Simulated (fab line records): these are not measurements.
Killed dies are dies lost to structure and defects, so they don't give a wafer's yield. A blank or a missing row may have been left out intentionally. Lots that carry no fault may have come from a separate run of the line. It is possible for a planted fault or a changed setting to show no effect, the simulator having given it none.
fab line records -- flow sky130
[record] lots = 13, wafers = 39, lastDay = 50
route steps=708 shown FIELD_ISO@5 NWELL@34 VT_ADJUST_LVTN@115
lots untouched by any fault: they come from a run of this same line in which no faults occurred
startH: start of the lot's first displayed wafer, in hours after the record's first day -- waitH: time in hours since the lot's previous step -- " unchanged from the row above -- L1.1+2: several wafers, shown together as one row -- - no value present, or no start provided -- * or withheld: withheld -- < > ~ a bound
route shown NAME@n: names a module that has steps shown in the file, with the first one's number in the route -- usual: the fault-free wafers' mean and standard deviation -- same: alike in all rows -- chamber/n: place in a boat -- sites: readings site by site -- _std_site: the standard deviation of these -- _edge_site: outer sites' mean less inner sites' -- radiusMm: how far each site lies from the wafer's centre -- mask NAME#n: copy n -- behind: the last tool/chamber to shape the wafer -- hold: what put the lot on hold/how long, in hours/how the hold closed -- device: transistor that didn't switch, given as n, p or np -- end of line: tests of these same wafers at the route's end -- a step given without rows: its recipe and nothing more -- killed: count of dies lost to structure and defects at first sort (not the wafer's yield) -- map: per-die view of a wafer (x killed, . not killed, _ where there is no die)
set.NAME: the run value of the setting; set.NAME@STEP: its run value at that earlier step -- model.NAME: the simulator's own value behind a step, which no gauge read
one table for each step of the route and one row for each wafer, over a sample of lots
services: a tool's chamber out of use, with start hour (startH, from the record's first day; less than 0 if before it), hours out, and reason
[[steps]]
[step SKY_FIELD_ISO_THK_MEAS_04]
[recipe] reads = Si3N4_of_FIELD_ISO_CVD_03
[usual] FIELD_ISO_CVD_03_THK = 164.9/1.2
lot.wafer,tool,chamber,startH,waitH,FIELD_ISO_CVD_03_THK[nm]
L531.3,filmMetro-01,-,21.65,0.0,166.2
L531.4,filmMetro-01,-,21.65,0.0,167.5
L531.5,filmMetro-01,-,21.65,0.0,164.7
L534.1,filmMetro-02,-,34.17,0.0,164.0
L534.5,filmMetro-02,-,34.17,0.0,164.4
L534.6,filmMetro-02,-,34.17,0.0,164.4
L535.2,filmMetro-04,-,38.67,0.0,162.2
L535.3,filmMetro-04,-,38.67,0.0,161.8
L535.4,filmMetro-04,-,38.67,0.0,163.0
L538.3,filmMetro-02,-,55.21,0.0,166.4
L538.5,filmMetro-02,-,55.21,0.0,166.1
L538.6,filmMetro-02,-,55.21,0.0,166.5
L540.1,filmMetro-01,-,63.83,0.0,164.6
L540.3,filmMetro-01,-,63.83,0.0,164.6
L540.4,filmMetro-01,-,63.83,0.0,165.1
L543.2,filmMetro-04,-,79.74,0.0,165.2
L543.3,filmMetro-04,-,79.74,0.0,165.5
L543.5,filmMetro-04,-,79.74,0.0,164.4
L544.3,filmMetro-02,-,84.15,0.0,161.9
L544.5,filmMetro-02,-,84.15,0.0,164.9
L544.6,filmMetro-02,-,84.15,0.0,164.3
L546.2,filmMetro-02,-,94.58,0.0,166.5
L546.3,filmMetro-02,-,94.58,0.0,164.0
L546.5,filmMetro-02,-,94.58,0.0,166.2
L548.1,filmMetro-04,-,105.45,0.0,163.4
L548.4,filmMetro-04,-,105.45,0.0,164.2
L548.6,filmMetro-04,-,105.45,0.0,162.6
L550.1,filmMetro-04,-,113.48,0.0,164.9
L550.2,filmMetro-04,-,113.48,0.0,166.1
L550.5,filmMetro-04,-,113.48,0.0,164.6
L551.1,filmMetro-02,-,119.18,0.0,164.0
L551.2,filmMetro-02,-,119.18,0.0,164.0
L551.5,filmMetro-02,-,119.18,0.0,164.0
L552.3,filmMetro-01,-,124.41,0.0,165.8
L552.4,filmMetro-01,-,124.41,0.0,166.2
L552.5,filmMetro-01,-,124.41,0.0,166.9
L553.2,filmMetro-01,-,129.57,0.0,165.2
L553.3,filmMetro-01,-,129.57,0.0,165.4
L553.4,filmMetro-01,-,129.57,0.0,164.8
[step SKY_NWELL_THK_MEAS_02]
[recipe] reads = SiO2_of_NWELL_OXIDATION_01
[usual] NWELL_OXIDATION_THK = 10.00/0.2
lot.wafer,tool,chamber,startH,waitH,NWELL_OXIDATION_THK[nm]
L531.3,filmMetro-01,-,43.78,0.0,10.18
L531.4,filmMetro-01,-,43.78,0.0,10.40
L531.5,filmMetro-01,-,43.78,0.0,10.14
L534.1,filmMetro-02,-,59.10,0.0,10.11
L534.5,filmMetro-02,-,59.10,0.0,10.25
L534.6,filmMetro-02,-,59.10,0.0,10.22
L535.2,filmMetro-03,-,62.47,0.0,10.02
L535.3,filmMetro-03,-,62.47,0.0,10.24
L535.4,filmMetro-03,-,62.47,0.0,10.16
L538.3,filmMetro-01,-,79.30,0.0,10.09
L538.5,filmMetro-01,-,79.30,0.0,10.09
L538.6,filmMetro-01,-,79.30,0.0,10.02
L540.1,filmMetro-03,-,86.73,0.0,10.07
L540.3,filmMetro-03,-,86.73,0.0,10.25
L540.4,filmMetro-03,-,86.73,0.0,10.05
L543.2,filmMetro-01,-,103.36,0.0,9.68
L543.3,filmMetro-01,-,103.36,0.0,9.87
L543.5,filmMetro-01,-,103.36,0.0,9.84
L544.3,filmMetro-03,-,108.05,0.0,10.06
L544.5,filmMetro-03,-,108.05,0.0,10.11
L544.6,filmMetro-03,-,108.05,0.0,10.04
L546.2,filmMetro-03,-,119.97,0.0,9.95
L546.3,filmMetro-03,-,119.97,0.0,10.04
L546.5,filmMetro-03,-,119.97,0.0,10.05
L548.1,filmMetro-02,-,131.77,0.0,9.86
L548.4,filmMetro-02,-,131.77,0.0,9.74
L548.6,filmMetro-02,-,131.77,0.0,9.72
L550.1,filmMetro-03,-,140.65,0.0,10.07
L550.2,filmMetro-03,-,140.65,0.0,9.89
L550.5,filmMetro-03,-,140.65,0.0,10.04
L551.1,filmMetro-03,-,144.50,0.0,10.08
L551.2,filmMetro-03,-,144.50,0.0,10.13
L551.5,filmMetro-03,-,144.50,0.0,9.99
L552.3,filmMetro-03,-,150.17,0.0,10.03
L552.4,filmMetro-03,-,150.17,0.0,9.70
L552.5,filmMetro-03,-,150.17,0.0,9.91
L553.2,filmMetro-02,-,154.32,0.0,9.88
L553.3,filmMetro-02,-,154.32,0.0,9.69
L553.4,filmMetro-02,-,154.32,0.0,9.81
[step SKY_NWELL_IMPLANT_11]
[recipe] species = P, energyKev = 400, doseCm2 = 1.9e+13, tiltDeg = withheld
[usual] beamEnergyKeV = 399.98/0.13, beamOnS = 10.01/0.19
lot.wafer,tool,chamber,startH,waitH,beamEnergyKeV,beamOnS
L531.3,implanter-03,0,93.71,0.1,399.82,10.07
L531.4,implanter-03,0,93.71,0.1,400.14,10.14
L531.5,implanter-03,0,93.71,0.1,400.20,10.07
L534.1,implanter-03,0,110.52,0.0,400.02,10.19
L534.5,implanter-03,0,110.52,0.0,400.11,10.07
L534.6,implanter-03,0,110.52,0.0,400.09,10.00
L535.2,implanter-04,0,113.49,0.0,400.01,9.71
L535.3,implanter-04,0,113.49,0.0,400.12,10.15
L535.4,implanter-04,0,113.49,0.0,399.99,9.68
L538.3,implanter-04,0,133.12,0.1,399.95,10.13
L538.5,implanter-04,0,133.12,0.1,399.84,10.11
L538.6,implanter-04,0,133.12,0.1,400.05,9.97
L540.1,implanter-04,0,142.12,0.0,399.95,10.23
L540.3,implanter-04,0,142.12,0.0,399.84,9.91
L540.4,implanter-04,0,142.12,0.0,399.91,9.65
L543.2,implanter-03,0,160.34,0.0,477.98,10.00
L543.3,implanter-03,0,160.34,0.0,478.01,9.80
L543.5,implanter-03,0,160.34,0.0,478.10,9.87
L544.3,implanter-03,0,165.77,0.1,477.91,10.05
L544.5,implanter-03,0,165.77,0.1,477.92,9.97
L544.6,implanter-03,0,165.77,0.1,477.89,10.03
L546.2,implanter-03,0,178.45,0.0,478.08,9.87
L546.3,implanter-03,0,178.45,0.0,477.97,10.21
L546.5,implanter-03,0,178.45,0.0,477.97,9.83
L548.1,implanter-02,0,192.97,0.0,400.17,9.99
L548.4,implanter-02,0,192.97,0.0,399.93,10.02
L548.6,implanter-02,0,192.97,0.0,400.04,10.05
L550.1,implanter-02,0,202.42,0.0,400.20,10.25
L550.2,implanter-02,0,202.42,0.0,400.13,10.27
L550.5,implanter-02,0,202.42,0.0,400.11,10.25
L551.1,implanter-02,0,207.27,0.1,400.05,10.14
L551.2,implanter-02,0,207.27,0.1,399.96,10.17
L551.5,implanter-02,0,207.27,0.1,400.02,9.81
L552.3,implanter-02,0,213.22,0.1,399.74,9.82
L552.4,implanter-02,0,213.22,0.1,400.05,9.89
L552.5,implanter-02,0,213.22,0.1,400.07,9.77
L553.2,implanter-04,0,218.19,0.0,399.96,9.82
L553.3,implanter-04,0,218.19,0.0,399.88,9.74
L553.4,implanter-04,0,218.19,0.0,400.06,10.18
[step SKY_NWELL_RS_MEAS_29]
[recipe] thkMeasGauge = four-point-probe
[usual] NWELL_RS = 624.9/1.8
lot.wafer,tool,chamber,startH,waitH,NWELL_RS[ohm/sq]
L531.3,filmMetro-03,-,112.51,0.1,624.8
L531.4,filmMetro-03,-,112.51,0.1,625.3
L531.5,filmMetro-03,-,112.51,0.1,624.2
L534.1,filmMetro-03,-,130.33,0.1,625.3
L534.5,filmMetro-03,-,130.33,0.1,625.3
L534.6,filmMetro-03,-,130.33,0.1,624.0
L535.2,filmMetro-01,-,133.29,0.1,624.7
L535.3,filmMetro-01,-,133.29,0.1,623.7
L535.4,filmMetro-01,-,133.29,0.1,626.1
L538.3,filmMetro-01,-,153.36,0.1,623.6
L538.5,filmMetro-01,-,153.36,0.1,626.3
L538.6,filmMetro-01,-,153.36,0.1,624.3
L540.1,filmMetro-02,-,164.82,0.1,623.3
L540.3,filmMetro-02,-,164.82,0.1,624.3
L540.4,filmMetro-02,-,164.82,0.1,625.7
L543.2,filmMetro-02,-,181.10,0.1,600.0
L543.3,filmMetro-02,-,181.10,0.1,600.4
L543.5,filmMetro-02,-,181.10,0.1,599.3
L544.3,filmMetro-03,-,187.08,0.1,600.4
L544.5,filmMetro-03,-,187.08,0.1,600.2
L544.6,filmMetro-03,-,187.08,0.1,600.5
L546.2,filmMetro-03,-,200.55,0.1,603.0
L546.3,filmMetro-03,-,200.55,0.1,601.9
L546.5,filmMetro-03,-,200.55,0.1,602.1
L548.1,filmMetro-01,-,215.93,0.1,625.5
L548.4,filmMetro-01,-,215.93,0.1,625.9
L548.6,filmMetro-01,-,215.93,0.1,626.3
L550.1,filmMetro-02,-,225.82,0.1,626.4
L550.2,filmMetro-02,-,225.82,0.1,625.0
L550.5,filmMetro-02,-,225.82,0.1,625.4
L551.1,filmMetro-01,-,231.23,0.1,625.4
L551.2,filmMetro-01,-,231.23,0.1,624.8
L551.5,filmMetro-01,-,231.23,0.1,622.5
L552.3,filmMetro-01,-,236.52,0.1,626.5
L552.4,filmMetro-01,-,236.52,0.1,625.2
L552.5,filmMetro-01,-,236.52,0.1,628.3
L553.2,filmMetro-02,-,242.15,0.1,627.4
L553.3,filmMetro-02,-,242.15,0.1,627.6
L553.4,filmMetro-02,-,242.15,0.1,624.7
[step SKY_VT_ADJUST_LVTN_OVL_MEAS_18]
[usual] VT_ADJUST_LVTN_01_OVL = -0.4/1.1
lot.wafer,tool,chamber,startH,waitH,VT_ADJUST_LVTN_01_OVL[nm]
L531.3,overlay-01,-,171.19,0.1,-0.8
L531.4,overlay-01,-,171.19,0.1,-0.2
L531.5,overlay-01,-,171.19,0.1,1.4
L534.1,overlay-02,-,189.83,0.1,-1.0
L534.5,overlay-02,-,189.83,0.1,-2.0
L534.6,overlay-02,-,189.83,0.1,-0.8
L535.2,overlay-02,-,193.42,0.1,1.4
L535.3,overlay-02,-,193.42,0.1,-0.4
L535.4,overlay-02,-,193.42,0.1,0.7
L538.3,overlay-02,-,217.89,0.1,2.1
L538.5,overlay-02,-,217.89,0.1,-1.8
L538.6,overlay-02,-,217.89,0.1,-0.7
L540.1,overlay-01,-,231.64,0.1,-0.1
L540.3,overlay-01,-,231.64,0.1,0.9
L540.4,overlay-01,-,231.64,0.1,-1.4
L543.2,overlay-02,-,249.02,0.1,-0.5
L543.3,overlay-02,-,249.02,0.1,0.1
L543.5,overlay-02,-,249.02,0.1,0.1
L544.3,overlay-02,-,256.50,0.1,-1.3
L544.5,overlay-02,-,256.50,0.1,-1.8
L544.6,overlay-02,-,256.50,0.1,0.0
L546.2,overlay-01,-,269.88,0.1,0.0
L546.3,overlay-01,-,269.88,0.1,-1.2
L546.5,overlay-01,-,269.88,0.1,-1.3
L548.1,overlay-01,-,285.94,0.1,0.2
L548.4,overlay-01,-,285.94,0.1,-0.2
L548.6,overlay-01,-,285.94,0.1,0.4
L550.1,overlay-01,-,297.53,0.1,-0.1
L550.2,overlay-01,-,297.53,0.1,1.4
L550.5,overlay-01,-,297.53,0.1,0.7
L551.1,overlay-02,-,303.92,0.1,0.4
L551.2,overlay-02,-,303.92,0.1,1.1
L551.5,overlay-02,-,303.92,0.1,0.8
L552.3,overlay-01,-,309.98,0.1,-1.5
L552.4,overlay-01,-,309.98,0.1,-1.8
L552.5,overlay-01,-,309.98,0.1,-1.0
L553.2,overlay-02,-,315.19,0.1,-2.5
L553.3,overlay-02,-,315.19,0.1,-1.0
L553.4,overlay-02,-,315.19,0.1,-2.3
[[services]]
tool,chamber,startH,hours,kind
implanter-03,-,98.74,4.9,repair
implanter-04,-,165.54,5.0,repair
implanter-02,-,176.86,5.1,pm
implanter-04,-,184.00,17.3,repair
implanter-03,-,197.43,29.5,repair
implanter-04,-,198.55,15.0,repair
[[key]]
[firstSign] step = SKY_NWELL_IMPLANT_11, reading = beamEnergyKeV, direction = up, sigmas = 99+, usual = *, struck = *
[effect] step = SKY_NWELL_RS_MEAS_29, reading = NWELL_RS, direction = down, sigmas = 13, usual = 624.9, struck = 600.9
metAt SKY_NWELL_IMPLANT_11
struckLots L543,L544,L546
testerLeftOut L543,L544,L546
notActingAt SKY_FIELD_ISO_THK_MEAS_04,SKY_NWELL_THK_MEAS_02,SKY_VT_ADJUST_LVTN_OVL_MEAS_18
onsetBetween 110.52 160.34
[fault] kind = processParameterDrift, tool = implanter-03, chamber = -, onsetH = 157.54, steps = SKY_NWELL_IMPLANT_11, channel = energyKev, offset = *, shape = step, endH = 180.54, actsIn = *, stated = *
// testerLeftOut: of these lots the tester's yield and bins aren't shown, on N5 and GAA mostly nor the transistor test; their killed dies are dies lost to structure and defects alone, not to doping, threshold or leakage, so they don't give the yield
